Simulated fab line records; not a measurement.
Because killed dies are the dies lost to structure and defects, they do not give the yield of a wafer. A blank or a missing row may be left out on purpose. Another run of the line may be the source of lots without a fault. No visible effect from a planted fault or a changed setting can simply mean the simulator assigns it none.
Which tool did it? + flow sky130 + 12 lots with 36 wafers sampled at 3 steps, on a route of 708 steps

## WHAT THE GAUGES READ, wafer by wafer
SKY_CONTACT_THK_MEAS_26: measures by xrf.
| lot  | measured     | on            | CONTACT_W_THK (nm) |
|------|--------------|---------------|--------------------|
| L967 | day 31 16:43 | film-metro-01 | 336 335 336        |
| L968 | day 32 03:03 | film-metro-02 | 333 341 335        |
| L970 | day 32 19:04 | film-metro-01 | 329 330 329        |
| L971 | day 33 06:41 | film-metro-02 | 343 345 343        |
| L972 | day 33 21:00 | film-metro-04 | 336 331 338        |
| L975 | day 35 06:50 | film-metro-02 | 338 344 343        |
| L977 | day 35 08:40 | film-metro-02 | 339 345 346        |
| L982 | day 37 03:20 | film-metro-01 | 336 333 332        |
| L984 | day 37 05:38 | film-metro-02 | 346 347 340        |
| L986 | day 37 23:11 | film-metro-01 | 338 336 333        |
| L987 | day 38 03:45 | film-metro-04 | 335 335 334        |
| L989 | day 38 20:40 | film-metro-02 | 341 338 337        |

SKY_METAL1_RS_MEAS_05: measures by four-point-probe.
| lot  | measured     | on            | METAL1_ALCU_RS (ohm/sq) |
|------|--------------|---------------|-------------------------|
| L967 | day 31 17:13 | film-metro-03 | 0.1266 0.1269 0.1263    |
| L968 | day 32 03:33 | film-metro-01 | 0.1265 0.1279 0.1252    |
| L970 | day 32 19:34 | film-metro-03 | 0.1240 0.1249 0.1259    |
| L971 | day 33 07:13 | film-metro-01 | 0.1262 0.1246 0.1269    |
| L972 | day 33 21:30 | film-metro-03 | 0.1251 0.1247 0.1247    |
| L975 | day 35 07:20 | film-metro-03 | 0.1265 0.1261 0.1256    |
| L977 | day 35 09:10 | film-metro-03 | 0.1245 0.1257 0.1251    |
| L982 | day 37 03:51 | film-metro-01 | 0.1253 0.1250 0.1257    |
| L984 | day 37 06:08 | film-metro-03 | 0.1286 0.1279 0.1280    |
| L986 | day 37 23:47 | film-metro-03 | 0.1263 0.1279 0.1267    |
| L987 | day 38 04:16 | film-metro-03 | 0.1271 0.1270 0.1272    |
| L989 | day 38 21:11 | film-metro-03 | 0.1272 0.1249 0.1250    |

## EACH LOT AND THE TOOL THAT RAN IT (in order: tool; ch and the chambers of the sampled wafers; start)
| lot  | SKY_LOCAL_INTERCONNECT_ETCH_13    |
|------|-----------------------------------|
| L967 | rie-metal-01 ch 0,1, day 30 10:47 |
| L968 | rie-metal-03 ch 0,1, day 30 21:04 |
| L970 | rie-metal-03 ch 0,1, day 31 14:05 |
| L971 | rie-metal-03 ch 0,1, day 32 01:19 |
| L972 | rie-metal-01 ch 0,1, day 32 15:43 |
| L975 | rie-metal-01 ch 0,1, day 34 01:53 |
| L977 | rie-metal-03 ch 0,1, day 34 03:05 |
| L982 | rie-metal-02 ch 0,1, day 35 22:26 |
| L984 | rie-metal-01 ch 0,1, day 36 00:59 |
| L986 | rie-metal-01 ch 0,1, day 36 18:31 |
| L987 | rie-metal-01 ch 0,1, day 36 23:52 |
| L989 | rie-metal-03 ch 0, day 37 17:10   |
- SKY_LOCAL_INTERCONNECT_ETCH_13: etches BARC in N2/H2, stops on SiO2, time 45.9 s, target depth 60 nm.

## AS READ BY THE TOOLS THEMSELVES (means over the sampled wafers that have a number; for cases with no such wafer, the mark the record gives instead)
SKY_LOCAL_INTERCONNECT_ETCH_13.
| lot  | tool         | bias-w (W) | drypump-motor-current-A (A) | oes-product-au (a.u.) | throttle-valve-pct (%) |
|------|--------------|------------|-----------------------------|-----------------------|------------------------|
| L967 | rie-metal-01 | 99.9       | 5.1                         | 0.860                 | 13.227                 |
| L968 | rie-metal-03 | 100.1      | 5.4                         | 0.862                 | 13.224                 |
| L970 | rie-metal-03 | 100.1      | 5.6                         | 0.851                 | 13.226                 |
| L971 | rie-metal-03 | 100.2      | 5.5                         | 0.857                 | 13.223                 |
| L972 | rie-metal-01 | 99.8       | 5.2                         | 0.856                 | 13.219                 |
| L975 | rie-metal-01 | 100.3      | 5.2                         | 0.854                 | 13.229                 |
| L977 | rie-metal-03 | 99.7       | 5.4                         | 0.851                 | 13.225                 |
| L982 | rie-metal-02 | 99.9       | 5.9                         | 0.855                 | 13.234                 |
| L984 | rie-metal-01 | 99.9       | 5.2                         | 0.854                 | 13.228                 |
| L986 | rie-metal-01 | 100.0      | 5.2                         | 0.850                 | 13.217                 |
| L987 | rie-metal-01 | 100.1      | 5.1                         | 0.853                 | 13.222                 |
| L989 | rie-metal-03 | 100.1      | 5.2                         | 0.855                 | 13.227                 |

## THE ANSWER, worked out from the rows above alone
Rule: the usual values come from the lots themselves. Put in order of their means at a reading, lots are off if they are a third of the lots or fewer, leave a main group of 4 or more, and stand apart from it by a gap of 3 or more times the standard deviation of the main group's means; of several such gaps the widest counts. The tables above print the reading to a certain number of digits; a main group whose means all agree to those digits is not used. A lot without any number at a reading at which 4 lots or more have one is off too. All remaining lots with rows at the step are treated as sound. First the gauges in route order, then the tools' own readings, where a lot's mean is used as printed above. At the first step where some lot is off, the reading lying furthest off is the one used; lots without a number count as furthest.
Nothing can be told from this: no lot is off at any reading shown.

## WHAT THE SIMULATOR PUT IN
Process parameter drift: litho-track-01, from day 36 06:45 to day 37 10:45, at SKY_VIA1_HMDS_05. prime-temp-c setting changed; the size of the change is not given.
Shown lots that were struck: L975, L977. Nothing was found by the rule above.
